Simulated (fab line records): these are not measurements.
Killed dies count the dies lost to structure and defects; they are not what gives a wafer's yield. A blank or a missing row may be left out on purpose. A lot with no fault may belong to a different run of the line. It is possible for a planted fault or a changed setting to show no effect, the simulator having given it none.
fab line records | flow sky130
[record] lots = 24 wafers = 72 lastDay = 50
route steps=708 shown LI_CONTACT@382 VIA1@461 METAL2@499
lots that met no fault: from a run of the same line without faults
startH: hours from the record's first day to the start of the lot's first wafer shown | waitH: how many hours have passed since the lot's step before this one | " the same as in the row above | L1.1+2: a single row standing in for several wafers | - no value, or no start given | * or withheld: withheld | < > ~ a bound
route shown NAME@n: names a module that has steps shown in the file, with the first one's number in the route | usual: mean/standard deviation of fault-free wafers | same: alike in all rows | chamber/n: place in a boat | sites: the reading at each site | _std_site: the values' standard deviation | _edge_site: inner sites' mean taken away from outer sites' mean | radiusMm: how far each site lies from the wafer's centre | mask NAME#n: copy n | behind: tool/chamber where the wafer was last shaped | hold: what put the lot on hold/how long, in hours/how the hold closed | device: whichever transistor did not switch (one of n, p or np) | end of line: at the end of the route, the tests of the same wafers | a step without rows: its recipe alone | killed: the dies lost at the first sort to structure and to defects; this is not the yield of the wafer | map: a wafer's dies, marking killed ones x, the rest . and places with no die _
set.NAME: the setting the step ran with; set.NAME@STEP: the setting that earlier step ran with | model.NAME: the simulator's own value behind a step, which no gauge read
route steps across a sampled set of lots; one table per step, one row per wafer
services: the hour from which a tool's chamber was out of use, counted from the record's first day as startH (under 0 if before that day), plus the number of hours and why
[[steps]]
[step SKY_LI_CONTACT_SPUTTER_20]
[recipe] material = TiN targetThkNm = 20 chamberPressurePa = 5 powerW = 4000 timeS = 80
[usual] throttleValvePct = 29.9/0.92
// columns lot.wafer tool chamber startH waitH throttleValvePct
L074.1 pvdSputter-04 - 681.20 0.0 31.1
L074.4 " - " " 30.5
L074.6 " - " " 30.6
L075.3 pvdSputter-02 - 690.88 0.0 30.5
L075.4 " - " " 30.1
L075.5 " - " " 30.6
L076.1 pvdSputter-01 - 695.09 0.0 31.0
L076.2 " - " " 29.2
L076.6 " - " " 30.9
L077.1 pvdSputter-02 - 707.49 0.0 30.5
L077.2 " - " " 29.0
L077.4 " - " " 30.4
L078.1 pvdSputter-01 - 715.87 0.0 29.5
L078.5 " - " " 30.6
L078.6 " - " " 29.5
L079.2 pvdSputter-02 - 719.10 0.0 28.9
L079.3 " - " " 30.8
L079.4 " - " " 30.0
L080.1 pvdSputter-01 - 727.85 0.0 29.3
L080.2 " - " " 30.7
L080.5 " - " " 30.8
L081.1 pvdSputter-02 - 736.13 0.0 30.7
L081.3 " - " " 29.3
L081.4 " - " " 27.5
L082.3 pvdSputter-01 - 748.33 0.0 29.0
L082.5 " - " " 29.7
L082.6 " - " " 28.9
L083.2 pvdSputter-01 - 754.06 0.0 30.9
L083.3 " - " " 29.5
L083.4 " - " " 29.1
L084.1 pvdSputter-01 - 759.69 0.0 29.1
L084.3 " - " " 31.2
L084.4 " - " " 30.5
L085.2 pvdSputter-02 - 768.58 0.0 29.3
L085.4 " - " " 30.4
L085.5 " - " " 30.4
L086.1 pvdSputter-04 - 775.83 0.0 31.1
L086.3 " - " " 30.4
L086.4 " - " " 29.1
L087.2 pvdSputter-04 - 782.88 0.0 31.2
L087.3 " - " " 29.1
L087.5 " - " " 29.1
L088.3 pvdSputter-01 - 789.98 0.0 30.5
L088.5 " - " " 31.1
L088.6 " - " " 29.0
L089.4 pvdSputter-01 - 798.88 0.0 29.3
L089.5 " - " " 29.2
L089.6 " - " " 29.2
L090.2 pvdSputter-04 - 804.88 0.0 29.0
L090.3 " - " " 30.2
L090.5 " - " " 29.2
L091.4 pvdSputter-01 - 815.63 0.0 31.0
L091.5 " - " " 29.5
L091.6 " - " " 30.4
L092.1 pvdSputter-01 - 823.14 0.0 29.1
L092.4 " - " " 30.5
L092.6 " - " " 29.2
L093.2 pvdSputter-02 - 826.95 0.0 29.3
L093.3 " - " " 30.2
L093.5 " - " " 29.8
L094.1 pvdSputter-01 - 834.70 0.0 29.2
L094.2 " - " " 30.8
L094.5 " - " " 31.2
L095.1 pvdSputter-01 - 840.97 0.0 29.4
L095.2 " - " " 30.7
L095.5 " - " " 29.5
L096.3 pvdSputter-02 - 846.74 0.0 27.6
L096.4 " - " " 29.5
L096.5 " - " " 27.8
L097.2 pvdSputter-02 - 862.75 0.0 29.9
L097.3 " - " " 30.7
L097.4 " - " " 29.4
[step SKY_VIA1_BOW_MEAS_03]
[recipe] mode = bow
[usual] VIA1_BOW = 80/6.6
// columns lot.wafer tool chamber startH waitH VIA1_BOW[um]
L074.1 filmMetro-02 - 768.89 0.1 79
L074.4 " - " " 84
L074.6 " - " " 93
L075.3 filmMetro-03 - 779.47 0.2 79
L075.4 " - " " 88
L075.5 " - " " 81
L076.1 filmMetro-02 - 783.92 0.1 78
L076.2 " - " " 84
L076.6 " - " " 84
L077.1 filmMetro-03 - 794.19 0.1 83
L077.2 " - " " 86
L077.4 " - " " 86
L078.1 filmMetro-03 - 802.05 0.1 72
L078.5 " - " " 78
L078.6 " - " " 79
L079.2 filmMetro-03 - 805.12 0.2 76
L079.3 " - " " 83
L079.4 " - " " 78
L080.1 filmMetro-03 - 814.38 0.2 80
L080.2 " - " " 68
L080.5 " - " " 75
L081.1 filmMetro-02 - 822.56 0.2 75
L081.3 " - " " 77
L081.4 " - " " 83
L082.3 filmMetro-04 - 834.68 0.3 81
L082.5 " - " " 71
L082.6 " - " " 77
L083.2 filmMetro-03 - 840.51 0.2 72
L083.3 " - " " 77
L083.4 " - " " 63
L084.1 filmMetro-02 - 845.43 0.2 84
L084.3 " - " " 81
L084.4 " - " " 76
L085.2 filmMetro-03 - 853.56 0.3 77
L085.4 " - " " 81
L085.5 " - " " 75
L086.1 filmMetro-03 - 860.30 0.2 81
L086.3 " - " " 81
L086.4 " - " " 67
L087.2 filmMetro-03 - 868.23 0.1 83
L087.3 " - " " 88
L087.5 " - " " 86
L088.3 filmMetro-02 - 875.49 0.3 91
L088.5 " - " " 75
L088.6 " - " " 82
L089.4 filmMetro-02 - 883.94 0.2 82
L089.5 " - " " 81
L089.6 " - " " 83
L090.2 filmMetro-02 - 889.32 0.3 68
L090.3 " - " " 73
L090.5 " - " " 65
L091.4 filmMetro-03 - 899.71 0.3 74
L091.5 " - " " 81
L091.6 " - " " 79
L092.1 filmMetro-03 - 905.39 0.2 92
L092.4 " - " " 79
L092.6 " - " " 83
L093.2 filmMetro-03 - 910.06 0.3 69
L093.3 " - " " 101
L093.5 " - " " 77
L094.1 filmMetro-04 - 918.51 0.1 85
L094.2 " - " " 69
L094.5 " - " " 79
L095.1 filmMetro-02 - 923.36 0.1 92
L095.2 " - " " 81
L095.5 " - " " 85
L096.3 filmMetro-04 - 930.00 0.1 77
L096.4 " - " " 74
L096.5 " - " " 89
L097.2 filmMetro-02 - 945.17 0.3 94
L097.3 " - " " 89
L097.4 " - " " 79
[step SKY_VIA1_ETCH_14]
[recipe] chemistry = N2/H2 target = BARC ionEnergyEv = 200 sourceW = 500 biasW = 100 pressureMtorr = 30 n2FlowSccm = 100 h2FlowSccm = 200 stopOn = SiO2 timeS = 45.9 targetDepthA = 600
[usual] drypumpMotorCurrentA = 5.7/0.44 n2FlowSccm = 100.0/0.3 oesProductAu = 0.855/0.0047 throttleValvePct = 13.224/0.0085
// columns lot.wafer tool chamber startH waitH drypumpMotorCurrentA n2FlowSccm oesProductAu rfHoursCounterH throttleValvePct
L074.1 rieDiel-03 3 795.83 0.0 5.3 100.2 0.854 40 13.235
L074.4 " 1 " " 6.2 99.6 0.849 16 13.240
L074.6 " 2 " " 5.8 99.9 0.856 - 13.234
L075.3 rieDiel-02 0 806.14 0.0 6.6 100.6 0.857 4 13.230
L075.4 " 2 " " 5.6 99.9 0.857 10 13.236
L075.5 " 3 " " 5.7 99.7 0.849 - 13.238
L076.1 rieDiel-02 1 810.54 0.0 5.5 100.3 0.849 18 13.210
L076.2 " 0 " " 6.6 100.4 0.851 4 13.225
L076.6 " 0 " " 6.6 99.9 0.861 - 13.213
L077.1 rieDiel-04 2 821.08 0.0 5.6 99.9 0.857 14 13.217
L077.2 " 1 " " 5.2 99.8 0.855 12 13.214
L077.4 " 0 " " 5.0 99.6 0.860 8 13.227
L078.1 rieDiel-02 0 828.48 0.0 6.6 100.2 0.852 5 13.229
L078.5 " 3 " " 5.7 99.4 0.858 - 13.225
L078.6 " 0 " " 6.7 100.4 0.856 - 13.222
L079.2 rieDiel-02 0 831.83 0.0 6.6 99.9 0.853 5 13.220
L079.3 " 1 " " 5.5 100.2 0.859 19 13.211
L079.4 " 3 " " 5.7 100.2 0.853 19 13.211
L080.1 rieDiel-04 3 840.63 0.0 5.3 99.8 0.852 2 13.219
L080.2 " 0 " " 5.0 99.9 0.848 8 13.218
L080.5 " 2 " " 5.6 100.3 0.859 - 13.218
L081.1 rieDiel-03 2 849.33 0.0 5.8 100.0 0.851 3 13.223
L081.3 " 3 " " 5.3 100.0 0.846 0 13.216
L081.4 " 1 " " 6.2 100.2 0.843 17 13.228
L082.3 rieDiel-03 3 861.88 0.0 5.3 100.1 0.860 1 13.223
L082.5 " 3 " " 5.3 100.0 0.848 - 13.211
L082.6 " 0 " " 5.3 99.6 0.846 - 13.199
L083.2 rieDiel-02 2 866.98 0.0 5.6 100.6 0.855 11 13.229
L083.3 " 1 " " 5.5 99.8 0.854 20 13.227
L083.4 " 3 " " 5.7 100.0 0.865 20 13.220
L084.1 rieDiel-02 1 872.69 0.0 5.4 100.2 0.850 20 13.220
L084.3 " 3 " " 5.7 99.8 0.858 20 13.221
L084.4 " 3 " " 5.7 100.6 0.861 - 13.215
L085.2 rieDiel-02 3 879.93 0.0 5.7 99.9 0.859 20 13.240
L085.4 " 0 " " 6.6 100.2 0.861 - 13.226
L085.5 " 3 " " 5.7 99.7 0.854 - 13.229
L086.1 rieDiel-03 3 886.78 0.0 5.3 99.9 0.847 2 13.226
L086.3 " 1 " " 6.2 99.7 0.851 18 13.234
L086.4 " 2 " " 5.8 99.9 0.846 4 13.230
L087.2 rieDiel-02 1 894.19 0.0 5.5 100.3 0.856 0 13.224
L087.3 " 3 " " 5.7 99.8 0.859 21 13.225
L087.5 " 3 " " 5.7 100.0 0.849 - 13.223
L088.3 rieDiel-02 2 901.43 0.0 5.7 100.1 0.857 13 13.217
L088.5 " 3 " " 5.7 100.2 0.861 - 13.220
L088.6 " 2 " " 5.6 100.0 0.853 - 13.225
L089.4 rieDiel-02 3 909.83 0.0 5.7 99.6 0.856 21 13.243
L089.5 " 3 " " 5.7 99.5 0.864 - 13.223
L089.6 " 0 " " 6.7 99.8 0.860 - 13.223
L090.2 rieDiel-04 1 914.33 0.0 5.2 100.1 0.857 15 13.218
L090.3 " 0 " " 5.0 100.0 0.857 10 13.231
L090.5 " 1 " " 5.2 99.5 0.855 - 13.220
L091.4 rieDiel-03 1 925.34 0.0 6.2 100.4 0.846 19 13.245
L091.5 " 2 " " 5.7 100.0 0.854 - 13.240
L091.6 " 3 " " 5.3 100.2 0.857 - 13.214
L092.1 rieDiel-02 2 930.54 0.0 5.6 100.4 0.862 13 13.230
L092.4 " 1 " " 5.5 100.0 0.860 - 13.223
L092.6 " 2 " " 5.6 100.0 0.852 - 13.230
L093.2 rieDiel-02 1 934.74 0.0 5.5 99.8 0.856 1 13.239
L093.3 " 0 " " 6.6 99.5 0.848 7 13.226
L093.5 " 1 " " 5.5 99.9 0.848 - 13.223
L094.1 rieDiel-03 2 943.78 0.0 5.8 100.4 0.858 6 13.229
L094.2 " 1 " " 6.2 99.9 0.854 19 13.214
L094.5 " 1 " " 6.2 99.5 0.851 - 13.222
L095.1 rieDiel-04 2 948.83 0.0 5.6 99.9 0.858 18 13.221
L095.2 " 1 " " 5.2 99.8 0.853 16 13.230
L095.5 " 2 " " 5.6 100.0 0.855 - 13.223
L096.3 rieDiel-03 0 954.49 0.0 5.3 100.5 0.855 5 13.231
L096.4 " 3 " " 5.3 100.1 0.856 4 13.237
L096.5 " 1 " " 6.2 100.4 0.853 - 13.224
L097.2 rieDiel-02 3 968.89 0.0 5.8 100.4 0.859 1 13.225
L097.3 " 0 " " 6.6 100.5 0.856 8 13.220
L097.4 " 1 " " 5.5 100.5 0.862 2 13.235
[step SKY_VIA1_SPUTTER_20]
[recipe] material = TiN targetThkNm = 20 chamberPressurePa = 5 powerW = 4000 timeS = 80
[usual] throttleValvePct = 29.8/1
// columns lot.wafer tool chamber startH waitH throttleValvePct
L074.1 pvdSputter-01 - 796.55 0.0 30.3
L074.4 " - " " 29.5
L074.6 " - " " 30.7
L075.3 pvdSputter-02 - 806.89 0.0 29.0
L075.4 " - " " 30.6
L075.5 " - " " 30.4
L076.1 pvdSputter-04 - 811.24 0.0 30.3
L076.2 " - " " 31.1
L076.6 " - " " 30.2
L077.1 pvdSputter-04 - 821.76 0.0 30.3
L077.2 " - " " 31.2
L077.4 " - " " 30.4
L078.1 pvdSputter-04 - 829.17 0.0 30.4
L078.5 " - " " 30.4
L078.6 " - " " 31.2
L079.2 pvdSputter-04 - 832.52 0.0 29.2
L079.3 " - " " 30.3
L079.4 " - " " 30.7
L080.1 pvdSputter-01 - 841.44 0.0 30.9
L080.2 " - " " 30.8
L080.5 " - " " 30.8
L081.1 pvdSputter-02 - 850.08 0.0 29.0
L081.3 " - " " 29.9
L081.4 " - " " 30.7
L082.3 pvdSputter-04 - 862.60 0.0 28.9
L082.5 " - " " 30.3
L082.6 " - " " 31.1
L083.2 pvdSputter-02 - 867.70 0.0 27.5
L083.3 " - " " 29.3
L083.4 " - " " 30.7
L084.1 pvdSputter-02 - 873.38 0.0 29.2
L084.3 " - " " 30.5
L084.4 " - " " 29.8
L085.2 pvdSputter-02 - 880.62 0.0 27.7
L085.4 " - " " 30.3
L085.5 " - " " 29.1
L086.1 pvdSputter-04 - 887.51 0.0 30.3
L086.3 " - " " 28.9
L086.4 " - " " 31.0
L087.2 pvdSputter-02 - 894.87 0.0 30.5
L087.3 " - " " 29.3
L087.5 " - " " 30.2
L088.3 pvdSputter-02 - 902.21 0.0 27.4
L088.5 " - " " 30.0
L088.6 " - " " 27.5
L089.4 pvdSputter-02 - 910.51 0.0 30.2
L089.5 " - " " 30.4
L089.6 " - " " 29.2
L090.2 pvdSputter-04 - 915.02 0.0 30.4
L090.3 " - " " 30.3
L090.5 " - " " 29.2
L091.4 pvdSputter-04 - 926.05 0.0 30.4
L091.5 " - " " 30.3
L091.6 " - " " 31.1
L092.1 pvdSputter-01 - 931.23 0.0 30.8
L092.4 " - " " 31.2
L092.6 " - " " 29.5
L093.2 pvdSputter-02 - 935.83 0.0 30.0
L093.3 " - " " 30.2
L093.5 " - " " 29.4
L094.1 pvdSputter-01 - 944.46 0.0 29.1
L094.2 " - " " 30.7
L094.5 " - " " 30.8
L095.1 pvdSputter-04 - 949.51 0.0 30.3
L095.2 " - " " 31.2
L095.5 " - " " 29.2
L096.3 pvdSputter-04 - 955.20 0.0 31.0
L096.4 " - " " 30.4
L096.5 " - " " 30.6
L097.2 pvdSputter-02 - 969.61 0.0 29.3
L097.3 " - " " 27.7
L097.4 " - " " 30.5
[step SKY_VIA1_THK_MEAS_23]
[recipe] thkMeasGauge = xrf reads = W_of_VIA1_CVD_21
[usual] VIA1_W_THK = 271/4.6
// columns lot.wafer tool chamber startH waitH VIA1_W_THK[nm]
L074.1 filmMetro-03 - 796.92 0.1 268
L074.4 " - " " 268
L074.6 " - " " 265
L075.3 filmMetro-02 - 807.18 0.1 267
L075.4 " - " " 264
L075.5 " - " " 265
L076.1 filmMetro-02 - 811.51 0.1 273
L076.2 " - " " 276
L076.6 " - " " 274
L077.1 filmMetro-04 - 822.03 0.1 279
L077.2 " - " " 273
L077.4 " - " " 270
L078.1 filmMetro-04 - 829.45 0.1 272
L078.5 " - " " 275
L078.6 " - " " 282
L079.2 filmMetro-04 - 832.81 0.1 276
L079.3 " - " " 269
L079.4 " - " " 274
L080.1 filmMetro-02 - 841.72 0.1 267
L080.2 " - " " 276
L080.5 " - " " 268
L081.1 filmMetro-02 - 850.35 0.1 279
L081.3 " - " " 281
L081.4 " - " " 269
L082.3 filmMetro-04 - 862.89 0.1 279
L082.5 " - " " 280
L082.6 " - " " 270
L083.2 filmMetro-04 - 867.98 0.1 271
L083.3 " - " " 272
L083.4 " - " " 269
L084.1 filmMetro-02 - 873.65 0.1 268
L084.3 " - " " 270
L084.4 " - " " 269
L085.2 filmMetro-02 - 880.91 0.1 266
L085.4 " - " " 266
L085.5 " - " " 266
L086.1 filmMetro-02 - 887.78 0.1 268
L086.3 " - " " 268
L086.4 " - " " 270
L087.2 filmMetro-03 - 895.16 0.1 273
L087.3 " - " " 266
L087.5 " - " " 266
L088.3 filmMetro-02 - 902.50 0.1 271
L088.5 " - " " 270
L088.6 " - " " 273
L089.4 filmMetro-04 - 910.82 0.1 272
L089.5 " - " " 270
L089.6 " - " " 268
L090.2 filmMetro-02 - 915.30 0.1 267
L090.3 " - " " 268
L090.5 " - " " 267
L091.4 filmMetro-02 - 926.36 0.1 275
L091.5 " - " " 277
L091.6 " - " " 273
L092.1 filmMetro-04 - 931.50 0.1 268
L092.4 " - " " 269
L092.6 " - " " 271
L093.2 filmMetro-02 - 936.11 0.1 264
L093.3 " - " " 268
L093.5 " - " " 263
L094.1 filmMetro-04 - 944.74 0.1 271
L094.2 " - " " 267
L094.5 " - " " 264
L095.1 filmMetro-04 - 949.79 0.1 263
L095.2 " - " " 268
L095.5 " - " " 269
L096.3 filmMetro-03 - 955.49 0.1 273
L096.4 " - " " 271
L096.5 " - " " 272
L097.2 filmMetro-03 - 969.89 0.1 271
L097.3 " - " " 271
L097.4 " - " " 271
[step SKY_METAL2_OVL_MEAS_16]
[usual] METAL2_OVL = -3/5.7
// columns lot.wafer tool chamber startH waitH METAL2_OVL[nm]
L074.1 overlay-01 - 824.29 0.1 -7
L074.4 " - " " -4
L074.6 " - " " -1
L075.3 overlay-02 - 834.51 0.1 -4
L075.4 " - " " -8
L075.5 " - " " -2
L076.1 overlay-01 - 838.40 0.1 -3
L076.2 " - " " -13
L076.6 " - " " -9
L077.1 overlay-02 - 849.65 0.1 -2
L077.2 " - " " -4
L077.4 " - " " -3
L078.1 overlay-02 - 856.59 0.1 6
L078.5 " - " " 4
L078.6 " - " " -3
L079.2 overlay-02 - 859.34 0.1 2
L079.3 " - " " -2
L079.4 " - " " -1
L080.1 overlay-01 - 868.19 0.1 -2
L080.2 " - " " -9
L080.5 " - " " -12
L081.1 overlay-02 - 876.79 0.1 -8
L081.3 " - " " -10
L081.4 " - " " -5
L082.3 overlay-01 - 888.86 0.1 5
L082.5 " - " " 9
L082.6 " - " " 8
L083.2 overlay-01 - 894.85 0.1 0
L083.3 " - " " -2
L083.4 " - " " 0
L084.1 overlay-01 - 900.22 0.1 7
L084.3 " - " " 1
L084.4 " - " " -5
L085.2 overlay-01 - 906.94 0.1 -3
L085.4 " - " " 1
L085.5 " - " " -1
L086.1 overlay-01 - 913.94 0.1 -4
L086.3 " - " " -7
L086.4 " - " " -7
L087.2 overlay-02 - 921.15 0.1 -11
L087.3 " - " " -13
L087.5 " - " " -13
L088.3 overlay-01 - 928.51 0.1 -9
L088.5 " - " " 1
L088.6 " - " " 1
L089.4 overlay-01 - 936.81 0.1 -4
L089.5 " - " " -4
L089.6 " - " " 1
L090.2 overlay-01 - 941.61 0.1 -3
L090.3 " - " " -4
L090.5 " - " " -9
L091.4 overlay-02 - 951.72 0.1 -12
L091.5 " - " " -6
L091.6 " - " " -16
L092.1 overlay-02 - 956.05 0.1 -9
L092.4 " - " " -14
L092.6 " - " " -8
L093.2 overlay-02 - 960.96 0.1 -8
L093.3 " - " " -11
L093.5 " - " " -10
L094.1 overlay-01 - 969.60 0.1 -4
L094.2 " - " " 4
L094.5 " - " " 0
L095.1 overlay-02 - 975.05 0.1 -8
L095.2 " - " " 2
L095.5 " - " " -1
L096.3 overlay-02 - 979.96 0.1 0
L096.4 " - " " 5
L096.5 " - " " -10
L097.2 overlay-02 - 994.41 0.1 4
L097.3 " - " " 3
L097.4 " - " " -3
[[services]]
// columns tool chamber startH hours kind
pvdSputter-04 - 688.62 3.6 repair
pvdSputter-02 - 703.61 2.1 repair
pvdSputter-02 2 707.06 - consumableReplace:kit
pvdSputter-02 2 707.06 18.0 scheduledDown
pvdSputter-02 2 707.06 18.0 ventCycle
pvdSputter-01 - 744.19 2.5 repair
rieDiel-02 2 785.07 9.5 repair
rieDiel-02 1 786.28 3.0 repair
pvdSputter-04 1 794.45 - consumableReplace:kit
rieDiel-03 - 796.94 14.6 pm
rieDiel-04 0 797.27 1.7 repair
pvdSputter-01 0 838.04 - consumableReplace:kit
pvdSputter-01 0 838.04 18.0 scheduledDown
pvdSputter-01 0 838.04 18.0 ventCycle
pvdSputter-04 - 839.28 0.5 repair
pvdSputter-01 - 847.65 0.8 repair
rieDiel-02 0 868.93 6.9 repair
rieDiel-02 0 889.45 15.2 repair
rieDiel-03 - 903.10 2.4 repair
pvdSputter-01 - 910.02 2.1 repair
rieDiel-02 1 912.12 11.6 repair
rieDiel-04 - 933.69 2.8 pm
rieDiel-02 1 934.96 5.9 repair
rieDiel-03 3 964.97 1.3 repair
[[key]]
fault none
